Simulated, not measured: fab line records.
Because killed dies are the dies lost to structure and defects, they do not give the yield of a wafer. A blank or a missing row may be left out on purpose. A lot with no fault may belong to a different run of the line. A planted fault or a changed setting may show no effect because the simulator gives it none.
Check of tool commonality | flow gf180mcu | 14 lots, 42 wafers sampled

== WHY IT WAS OPENED ==
At GF_NSD_TW_MEAS_12 the reading NSD_TW is flagged on 2 of 14 lots. Wafers without a fault read 4220, standard deviation 25.
Rule: flag the lot when none of its wafers has a number, or when each of its wafers that has one lies beyond 4 standard deviations from that mean. The rest of the lots are taken to be sound.

lot  | measured     | on           | NSD_TW, wafer by wafer | flag
L136 | day 13 15:22 | filmMetro-03 | 4197 4212 4193         | 
L137 | day 13 22:12 | filmMetro-01 | 4165 4197 4176         | 
L139 | day 14 10:55 | filmMetro-01 | 4193 4146 4201         | 
L140 | day 14 14:57 | filmMetro-01 | 4188 4194 4208         | 
L141 | day 15 00:15 | filmMetro-03 | 4256 4232 4260         | 
L142 | day 15 05:02 | filmMetro-04 | 4205 4216 4200         | 
L143 | day 15 19:49 | filmMetro-03 | 4244 4231 4236         | 
L144 | day 16 06:46 | filmMetro-01 | 4205 4188 4195         | 
L147 | day 17 04:25 | filmMetro-04 | 4206 4219 4205         | 
L148 | day 17 16:15 | filmMetro-04 | 2992 2975 2985         | FLAGGED
L149 | day 18 05:14 | filmMetro-03 | 3010 3019 2996         | FLAGGED
L150 | day 18 11:21 | filmMetro-04 | 4201 4218 4206         | 
L158 | day 20 21:43 | filmMetro-04 | 4207 4230 4216         | 
L159 | day 21 04:26 | filmMetro-01 | 4240 4227 4246         | 
On average the flagged lots' numbers are 2996, which is -1224 against the usual, or -49 standard deviations.

== WHICH TOOL RAN EACH LOT ==
3 process steps preceding the reading are held in the record, out of 602 steps in the route. Cell contents, in order: the tool; ch with the chambers the sampled wafers went through; the start.
lot  | flag    | GF_POLY_GATE_ETCH_12              | GF_NSD_IMPLANT_09               | GF_NSD_STRIP_11
L136 |         | rieDiel-02 ch 0,1,2, day 9 11:03  | implanter-03 ch 0, day 13 15:00 | plasmaAsher-04 ch 0,1, day 13 15:17
L137 |         | rieDiel-04 ch 0,1,2, day 9 17:26  | implanter-03 ch 0, day 13 21:48 | plasmaAsher-04 ch 0,1, day 13 22:06
L139 |         | rieDiel-04 ch 0,1,2, day 10 02:00 | implanter-04 ch 0, day 14 10:32 | plasmaAsher-04 ch 0,1, day 14 10:48
L140 |         | rieDiel-04 ch 0,1,3, day 10 07:55 | implanter-01 ch 0, day 14 14:33 | plasmaAsher-04 ch 0,1, day 14 14:51
L141 |         | rieDiel-02 ch 0,3, day 10 14:43   | implanter-04 ch 0, day 14 23:54 | plasmaAsher-03 ch 0,1, day 15 00:09
L142 |         | rieDiel-04 ch 0,1, day 10 19:41   | implanter-03 ch 0, day 15 04:39 | plasmaAsher-03 ch 0, day 15 04:55
L143 |         | rieDiel-01 ch 1,2, day 11 07:07   | implanter-03 ch 0, day 15 19:25 | plasmaAsher-03 ch 0,1, day 15 19:43
L144 |         | rieDiel-02 ch 0,1, day 11 14:55   | implanter-03 ch 0, day 16 06:22 | plasmaAsher-03 ch 0,1, day 16 06:40
L147 |         | rieDiel-01 ch 1,2, day 12 11:26   | implanter-03 ch 0, day 17 04:02 | plasmaAsher-03 ch 1, day 17 04:18
L148 | FLAGGED | rieDiel-04 ch 1,2, day 12 21:46   | implanter-03, day 17 15:51      | plasmaAsher-02 ch 0,1, day 17 16:09
L149 | FLAGGED | rieDiel-02 ch 1,3, day 13 10:41   | implanter-04, day 18 04:50      | plasmaAsher-03 ch 0,1, day 18 05:07
L150 |         | rieDiel-02 ch 0,1, day 13 14:07   | implanter-03 ch 0, day 18 10:57 | plasmaAsher-03 ch 0,1, day 18 11:15
L158 |         | rieDiel-02 ch 0,1,3, day 15 18:24 | implanter-01 ch 0, day 20 21:20 | plasmaAsher-02 ch 0,1, day 20 21:36
L159 |         | rieDiel-02 ch 1,2,3, day 16 01:00 | implanter-03 ch 0, day 21 04:04 | plasmaAsher-03 ch 0,1, day 21 04:21
What the steps here do:
- GF_POLY_GATE_ETCH_12: etches BARC in N2/H2.
- GF_NSD_IMPLANT_09
- GF_NSD_STRIP_11: strips in O2/N2.
- GF_NSD_TW_MEAS_12

== FLAGGED OVER TOTAL, TOOL BY TOOL (the gauges that took the reading come last) ==
step                 | tool           | lots run | flagged | share of the flagged lots | sound lots run after its first flagged lot
GF_POLY_GATE_ETCH_12 | rieDiel-01     | 2        | 0       | none                      | -
GF_POLY_GATE_ETCH_12 | rieDiel-02     | 7        | 1       | some                      | 3 (L150,L158,L159)
GF_POLY_GATE_ETCH_12 | rieDiel-04     | 5        | 1       | some                      | 0
GF_NSD_IMPLANT_09    | implanter-01   | 2        | 0       | none                      | -
GF_NSD_IMPLANT_09    | implanter-03   | 9        | 1       | some                      | 2 (L150,L159)
GF_NSD_IMPLANT_09    | implanter-04   | 3        | 1       | some                      | 0
GF_NSD_STRIP_11      | plasmaAsher-02 | 2        | 1       | some                      | 1 (L158)
GF_NSD_STRIP_11      | plasmaAsher-03 | 8        | 1       | some                      | 2 (L150,L159)
GF_NSD_STRIP_11      | plasmaAsher-04 | 4        | 0       | none                      | -
GF_NSD_TW_MEAS_12    | filmMetro-01   | 5        | 0       | none                      | -
GF_NSD_TW_MEAS_12    | filmMetro-03   | 4        | 1       | some                      | 0
GF_NSD_TW_MEAS_12    | filmMetro-04   | 5        | 1       | some                      | 2 (L150,L158)

== WHAT THE TABLE ALLOWS ==
No row of the table ran every flagged lot.

== WHAT THE SIMULATOR HAD INSERTED ==
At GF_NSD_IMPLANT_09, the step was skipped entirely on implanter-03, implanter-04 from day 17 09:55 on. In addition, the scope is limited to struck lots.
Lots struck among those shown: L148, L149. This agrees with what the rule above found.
